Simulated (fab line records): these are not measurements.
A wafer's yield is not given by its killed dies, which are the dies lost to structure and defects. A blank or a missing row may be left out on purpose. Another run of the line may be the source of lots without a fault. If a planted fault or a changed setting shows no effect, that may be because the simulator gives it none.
Comparing a struck lot with a sound one / flow sfq_line / 14 steps out of a route of 325
Sound: the wafers L226.1, L226.3, L226.6. Struck: wafer L237.4 (L237.1, L237.3, from the same lot, were not struck and are left out); the cause is given at the end.
For every step that has rows: the tool of each side, followed by ch and its chambers, followed by its first start. Under that, the readings that differ: sound wafers / struck wafers / difference of the means / sigmas: that difference in standard deviations of wafers without a fault.
alike: readings whose means differ by less than 2 such deviations, and words and numbers that are the same on both sides. not compared: withheld readings, readings that some wafer has no value for, bounds like >300 that may hide the same value, and numbers for which the record gives no deviation and whose values overlap.
The two part at a step that has a row with sigmas, a row that says differs or no value, or rows on one side only. Non-overlapping numbers with no deviation appear without sigmas and do not part them. Lack of a reading on every wafer of one side parts them only where that side has two or more wafers.

SFQ_TRILAYER_R5_ETCH_METAL_ETCH_139: etches the open film in Cl2, stops on SiO2, target depth 60 nm, time 40 s.
  sound on rie_metal-03 ch 0,1, day 49 05:47; struck on rie_metal-04 ch 0, day 58 19:53
reading=oes_product_au (a.u.); sound=0.986 0.991 0.989; struck=1.002; difference=+0.013; sigmas=+2
  alike: bias_w, drypump_motor_current_A, rf_fwd_power_W
  not compared: rf_hours_counter_h
SFQ_TRILAYER_R5_STRIP_STRIP_140: strips in O2.
  sound on rie_metal-03 ch 0,1, day 49 05:50; struck on rie_metal-04 ch 0, day 58 19:56
  alike: drypump_motor_current_A, oes_product_au
  not compared: rf_hours_counter_h
then, 1 step without rows for these wafers: SFQ_TRILAYER_R5_STRIP_SOLV_CLEAN_141 (cleans in NMP, time 600 s).
SFQ_TRILAYER_A5C_DEP_PECVD_142: deposits SiO2 from SiH4/N2O, time 15.556 s, target thk 70 nm.
  sound on pecvd-03 ch 1,2, day 49 06:37; struck on pecvd-02 ch 1, day 58 20:53
reading=rf_fwd_power_W (W); sound=180.9 177.9 178.6; struck=181.5; difference=+2.4; sigmas=+2
  alike: heater_power_w, susceptor_temp_C, throttle_valve_pct
then, 6 steps without rows for these wafers: SFQ_TRILAYER_I5_LITHO_COAT_149 (resist thk 62 nm); SFQ_TRILAYER_I5_LITHO_COAT_144 (resist thk 650 nm); SFQ_TRILAYER_I5_LITHO_SOFTBAKE_148; SFQ_TRILAYER_I5_LITHO_EXPOSE_145 (exposes mask I5, target cd 700 nm); SFQ_TRILAYER_I5_LITHO_PEB_147 (peb time 60 s); SFQ_TRILAYER_I5_LITHO_DEVELOP_146 (time 60 s).
SFQ_I5_OVL_MEAS_936:
  sound on overlay-01, day 50 09:28; struck on overlay-01, day 60 03:32
  alike: I5_OVL
SFQ_TRILAYER_I5_BARC_OPEN_VIA_ETCH_200: etches BARC in O2, target depth 125 nm, time 41.7 s.
  sound on rie_diel-04 ch 1,2, day 50 09:29; struck on rie_diel-04 ch 3, day 60 03:34
  alike: bias_w, drypump_motor_current_A, oes_product_au, rf_fwd_power_W
  not compared: rf_hours_counter_h
SFQ_TRILAYER_I5_ETCH_VIA_ETCH_147: etches the open film in CHF3, stops on Nb, target depth 360 nm.
  sound on rie_diel-04 ch 1,2, day 50 09:32; struck on rie_diel-04 ch 3, day 60 03:37
reading=bias_w (W); sound=79.91 79.85 80.32; struck=91.61; difference=+11.58; sigmas=+48
  alike: drypump_motor_current_A, oes_product_au, rf_fwd_power_W
SFQ_TRILAYER_I5_STRIP_STRIP_148: strips in O2.
  sound on rie_metal-04 ch 0,1, day 50 09:41; struck on rie_metal-04 ch 1, day 60 03:46
  alike: drypump_motor_current_A, oes_product_au
  not compared: rf_hours_counter_h

WHERE THEY PART
Last at SFQ_TRILAYER_I5_ETCH_VIA_ETCH_147 as far as this record goes, first at SFQ_TRILAYER_R5_ETCH_METAL_ETCH_139. Later steps at which nothing parts them and some readings are alike: SFQ_TRILAYER_I5_STRIP_STRIP_148.

WHY: what the simulator had put in
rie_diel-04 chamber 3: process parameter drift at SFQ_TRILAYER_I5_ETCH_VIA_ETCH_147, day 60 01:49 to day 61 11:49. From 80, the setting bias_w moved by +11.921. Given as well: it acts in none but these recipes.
